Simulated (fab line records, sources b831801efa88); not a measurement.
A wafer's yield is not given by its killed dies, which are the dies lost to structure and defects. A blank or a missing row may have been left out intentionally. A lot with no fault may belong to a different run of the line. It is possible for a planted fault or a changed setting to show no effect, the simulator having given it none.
A struck lot beside a sound one + flow sky130 + 43 out of 708 route steps
Sound: wafers L521.4, L521.5, L521.6. Wafers struck: L533.2, L533.3, L533.5. The cause is named last.
For every step that has rows: the tool of each side, followed by ch and its chambers, followed by its first start. Under that, the readings that differ: sound wafers + struck wafers + difference of the means + sigmas: that difference in standard deviations of wafers without a fault.
alike: words and numbers the same on both sides, and readings whose means are apart by under 2 such deviations; not compared: readings that were withheld, readings missing a value for some wafer, numbers with overlapping values and no deviation given by the record, and bounds like >300 which may hide the same value.
The two part at a step that has a row with sigmas, a row that says differs or no value, or rows on one side only. When numbers do not overlap yet have no deviation, they are printed without sigmas and do not part them. Lack of a reading on every wafer of one side parts them only where that side has two or more wafers.

first, 2 steps without rows for these wafers: SKY_VIA2_CLEAN_18 (cleans in IPA, time 180 s); SKY_VIA2_CLEAN_19 (cleans in O3/DIW).
SKY_VIA2_SPUTTER_20: material TiN, target thk 20 nm, time 80 s.
  sound: pvdSputter-03 at day 39 06:05; struck: pvdSputter-01 at day 42 09:32
  alike: throttleValvePct
SKY_VIA2_CVD_21: deposits W, target thk 420 nm, time 126.4 s.
  sound on cvdW-01 ch 0,1, day 39 06:11; struck on cvdW-02 ch 0, day 42 09:35
  alike: heaterPowerW
SKY_VIA2_RS_MEAS_22: measurement is done with a four-point probe.
  sound: filmMetro-01 at day 39 06:20; struck: filmMetro-04 at day 42 09:44
  alike: VIA2_W_RS
SKY_VIA2_THK_MEAS_23: measures by xrf.
  sound: filmMetro-01 at day 39 06:26; struck: filmMetro-04 at day 42 09:51
  alike: VIA2_W_THK
SKY_VIA2_CMP_24: polishes, stops on SiO2, t overpolish 20 s, target thk 0 nm.
  sound on cmp-02 ch 2,3, day 39 06:28; struck on cmp-02 ch 0,1, day 42 09:54
| reading           | sound        | struck         | difference | sigmas |
|-------------------|--------------|----------------|------------|--------|
| motorCurrentA (A) | 9.1 9.4 10.2 | 10.6 11.6 11.4 | +1.6       | +2     |
  alike: overpolishRunS, timeToEndpointS
then, 5 steps without rows for these wafers: SKY_METAL3_SPUTTER_00 (material Ti, target thk 15 nm, time 10 s); SKY_METAL3_SPUTTER_01 (material TiN, target thk 20 nm, time 16.7 s); SKY_METAL3_SPUTTER_02 (material AlCu, target thk 735 nm, time 39.1 s); SKY_METAL3_SPUTTER_03 (material Ti, target thk 5 nm, time 3.3 s); SKY_METAL3_SPUTTER_04 (material TiN, target thk 70 nm, time 58.3 s).
SKY_CAPM_CVD_00: deposits SiO2, target thk 15.5 nm.
  sound on pecvd-03 ch 0,1,2, day 39 06:55; struck on pecvd-03 ch 0, day 42 10:22
| reading                              | sound          | struck           | difference | sigmas |
|--------------------------------------|----------------|------------------|------------|--------|
| model.SiO2_of_CAPM_CVD_00.thkNm (nm) | 16 15.27 15.68 | 19.69 19.6 19.68 | +4.01      |        |
  alike: heaterPowerW
SKY_CAPM_THK_MEAS_01:
  sound: filmMetro-03 at day 39 06:58; struck: filmMetro-02 at day 42 10:40
| reading              | sound          | struck         | difference | sigmas |
|----------------------|----------------|----------------|------------|--------|
| CAPM_CVD_00_THK (nm) | 16.0 15.3 15.7 | 19.7 19.6 19.7 | +4.0       | +11    |
  not compared: hold
SKY_CAPM_RS_MEAS_03: measurement is done with a four-point probe.
  sound: filmMetro-02 at day 39 07:10; struck: filmMetro-01 at day 42 14:21
  alike: CAPM_TIN_RS
SKY_CAPM_THK_MEAS_04: measures by xrf.
  sound: filmMetro-02 at day 39 07:15; struck: filmMetro-01 at day 42 14:28
  alike: CAPM_TIN_THK
then, 7 steps without rows for these wafers: SKY_CAPM_DEHYDRATE_05 (time 60 s); SKY_CAPM_HMDS_06 (prime time 60 s); SKY_CAPM_COAT_07 (resist thk 1140 nm); SKY_CAPM_SOFTBAKE_08 (time 60 s); SKY_CAPM_EXPOSE_09 (exposes mask CAPM, target cd 1000 nm); SKY_CAPM_PEB_10; SKY_CAPM_DEVELOP_11 (develop time 60 s).
SKY_CAPM_OVL_MEAS_12:
  sound: overlay-02 at day 40 07:55; struck: overlay-02 at day 43 10:15
  alike: CAPM_OVL
SKY_CAPM_METAL_ETCH_13: etches TiN in Cl2/BCl3, stops on SiO2, target depth 220 nm, time 62.9 s.
  sound on rieMetal-01 ch 0,1, day 40 07:58; struck on rieMetal-01 ch 0, day 43 10:18
  alike: drypumpMotorCurrentA, heBacksideLeakSccm, oesProductAu, throttleValvePct
  not compared: rfHoursCounterH
SKY_CAPM_STRIP_14: strips in O2/N2.
  sound on plasmaAsher-03 ch 0,1, day 40 08:03; struck on plasmaAsher-01 ch 0,1, day 43 10:26
| reading                  | sound          | struck         | difference | sigmas |
|--------------------------|----------------|----------------|------------|--------|
| drypumpMotorCurrentA (A) | 5.50 5.48 5.58 | 6.25 6.24 5.88 | +0.60      | +2     |
  alike: o2FlowSccm, oesProductAu, stripTimeToEndpointS
  not compared: rfHoursCounterH
then, 11 steps without rows for these wafers: SKY_CAPM_STRIP_15 (strips in post etch residue remover, time 1200 s); SKY_CAPM_CLEAN_16 (cleans in IPA, time 180 s); SKY_CAPM_CLEAN_17 (cleans in O3/DIW); SKY_METAL3_DEHYDRATE_05 (time 60 s); SKY_METAL3_HMDS_06 (prime time 60 s); SKY_METAL3_COAT_07 (resist thk 60 nm); SKY_METAL3_COAT_08 (resist thk 1140 nm); SKY_METAL3_SOFTBAKE_09 (time 90 s); SKY_METAL3_EXPOSE_10 (exposes mask MM3, target cd 300 nm); SKY_METAL3_PEB_11; SKY_METAL3_DEVELOP_12 (develop time 60 s).
SKY_METAL3_CD_MEAS_13: the cd target is 300 nm.
  sound: cdSem-01 at day 41 09:11; struck: cdSem-01 at day 44 09:21
| reading   | sound             | struck            | difference | sigmas |
|-----------|-------------------|-------------------|------------|--------|
| cdNm (nm) | 301.0 302.2 298.7 | 297.3 297.9 296.7 | -3.3       | -3     |
SKY_METAL3_OVL_MEAS_14:
  sound: overlay-02 at day 41 09:16; struck: overlay-02 at day 44 09:28
  alike: METAL3_OVL
then, 2 steps without rows for these wafers: SKY_METAL3_DESCUM_15 (chemistry O2, time 8 s); SKY_METAL3_ETCH_16 (etches BARC in N2/H2, stops on SiO2, time 88.2 s, target depth 60 nm).
SKY_METAL3_ETCH_17: etches SiO2 in C4F8/O2/Ar, stops on TiN, time 3.9 s, target depth 15 nm.
  sound on rieDiel-02 ch 0,2,3, day 41 09:26; struck on rieDiel-03 ch 0,3, day 44 09:37
| reading             | sound             | struck            | difference | sigmas |
|---------------------|-------------------|-------------------|------------|--------|
| oesProductAu (a.u.) | 0.767 0.747 0.757 | 0.858 0.858 0.854 | +0.100     | +10    |
  not compared: rfHoursCounterH
-- the record jumps here: 6 days lie between the struck wafers' starts before and after (it left off in module METAL3 and takes up again in module PAD_OPEN, whose first step shown is number 708 of the route) --
SKY_PAD_OPEN_PROBE_99:
  sound: prober-01 at day 48 05:55; struck: prober-02 at day 50 11:20
| reading                               | sound                | struck                        | difference | sigmas |
|---------------------------------------|----------------------|-------------------------------|------------|--------|
| defectLimitedYield (%)                | 85.8 85.8 83.5       | 82.7 79.7 79.7                | -4.3       | -2     |
| killedDies                            | 70 70 81             | 85 100 100                    | +21        | +2     |
| model.etest.tester.sortNPass          | 422 422 411          | 340 365 364                   | -62        |        |
| model.etest.tester.sortYieldPct (%)   | 85.77 85.77 83.54    | 69.11 74.19 73.98             | -12.60     |        |
| model.etest.tester.sort_bin_5_pct (%) | 9.146 9.959 9.146    | 22.76 18.09 18.7              | +10.43     |        |
| model.etest.capMim.bvV (V)            | 14.18 13.67 13.96    | 17.8 17.77 18                 | +3.9       |        |
| model.etest.capMim.leakLog10ACm2      | -9.154 -8.842 -9.184 | -9.818 -9.888 -9.811          | -0.779     |        |
| model.etest.capMim.cFfUm2             | 2.252 2.369 2.325    | 1.823 1.859 1.855             | -0.470     |        |
| model.etest.tester.sort_bin_8_pct (%) | 0 0 0                | 3.606e-06 1.814e-09 5.188e-07 | +1.376e-06 |        |
  alike: killed_at_M0_to_M3, killed_at_M4_up, killedAtContacts, killedAtFrontEnd, killedAtOther, killedOpen, killedShort

WHERE THEY PART
At SKY_VIA2_CMP_24 first; at SKY_PAD_OPEN_PROBE_99 last (within this record only).

WHY: what had been put in by the simulator
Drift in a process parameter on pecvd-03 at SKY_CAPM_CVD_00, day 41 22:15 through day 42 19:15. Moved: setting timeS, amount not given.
